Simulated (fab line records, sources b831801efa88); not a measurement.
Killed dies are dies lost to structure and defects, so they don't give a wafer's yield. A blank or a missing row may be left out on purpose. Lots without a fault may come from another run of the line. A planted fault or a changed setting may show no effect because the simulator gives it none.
One fault seen from 2 desks | flow gf180mcu | each desk has only its own numbers; what lay behind them comes last

THE TOOL OWNER'S DESK: pecvd-01
The tool's own readings at GF_V3_CVD_02 (deposits SiO2 from TEOS, target thk 850 nm, time 94.851 s): means of the sampled wafers that have a number, for each lot that ran on this tool. A lot is out of limits, marked OUT, if its mean lies more than 4 standard deviations from the usual mean; the brackets give that distance.
Columns: A = heater_power_w at GF_V3_CVD_02, usual 685 W
lot  | first seen here | A
L606 | day 22 05:21    | 814
L612 | day 24 21:15    | 754
L613 | day 25 00:57    | 749
L620 | day 26 22:35    | 754
L622 | day 27 10:19    | 731
This desk's finding: nothing out of limits on any of the 5 lots.

THE METROLOGY DESK
What the gauges read, lot by lot, whatever tool the lot ran on: means of the sampled wafers that have a number. A lot is out of limits, marked OUT, if its mean lies more than 4 standard deviations from the usual mean; the brackets give that distance.
Columns: A = V2_W_RS at GF_V2_RS_MEAS_24, usual 0.325 ohm/sq; B = V2_W_THK at GF_V2_THK_MEAS_25, usual 369 nm; C = cd_nm at GF_M3_CD_MEAS_14, usual 280.2 nm; D = V3_CVD_02_THK at GF_V3_THK_MEAS_03, usual 850 nm
lot  | first seen here | A     | B   | C     | D
L604 | day 20 13:46    | 0.322 | 376 | 279.1 | 849
L606 | day 21 03:59    | 0.329 | 367 | 279.5 | 857
L607 | day 21 04:17    | 0.322 | 374 | 279.0 | 840
L609 | day 22 11:10    | 0.324 | 376 | 280.8 | 841
L612 | day 23 22:21    | 0.329 | 369 | 279.2 | 856
L613 | day 24 01:29    | 0.325 | 365 | 282.2 | 849
L615 | day 24 18:50    | 0.329 | 359 | 279.9 | 855
L620 | day 26 01:26    | 0.323 | 368 | 280.5 | 902 (+4.7) OUT
L622 | day 26 11:56    | 0.327 | 360 | 278.4 | 913 (+5.7) OUT
L623 | day 26 13:35    | 0.329 | 359 | 282.6 | 865
L626 | day 27 14:44    | 0.326 | 365 | 278.2 | 850
L627 | day 27 20:25    | 0.326 | 365 | 281.0 | 851
This desk's finding: out of limits on L620, L622; first on L620, day 26 22:40 (V3_CVD_02_THK at GF_V3_THK_MEAS_03). In limits: L604, L606, L607, L609, L612, L613, L615, L623, L626, L627.

PUT TOGETHER
The metrology desk could have raised an alarm at day 26 22:40, on L620, L622.
The tool owner's desk saw nothing out of limits.
The tool owner's desk has L620, L622 on record, within its limits.
Of the lots named, all ran GF_V3_CVD_02 on pecvd-01.

WHAT THE SIMULATOR HAD PUT IN
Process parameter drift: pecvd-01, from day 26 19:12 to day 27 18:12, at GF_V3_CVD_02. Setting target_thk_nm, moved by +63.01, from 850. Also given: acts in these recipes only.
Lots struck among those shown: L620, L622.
Hours from the fault's start to each desk's first reading out of limits: the metrology desk, 3.
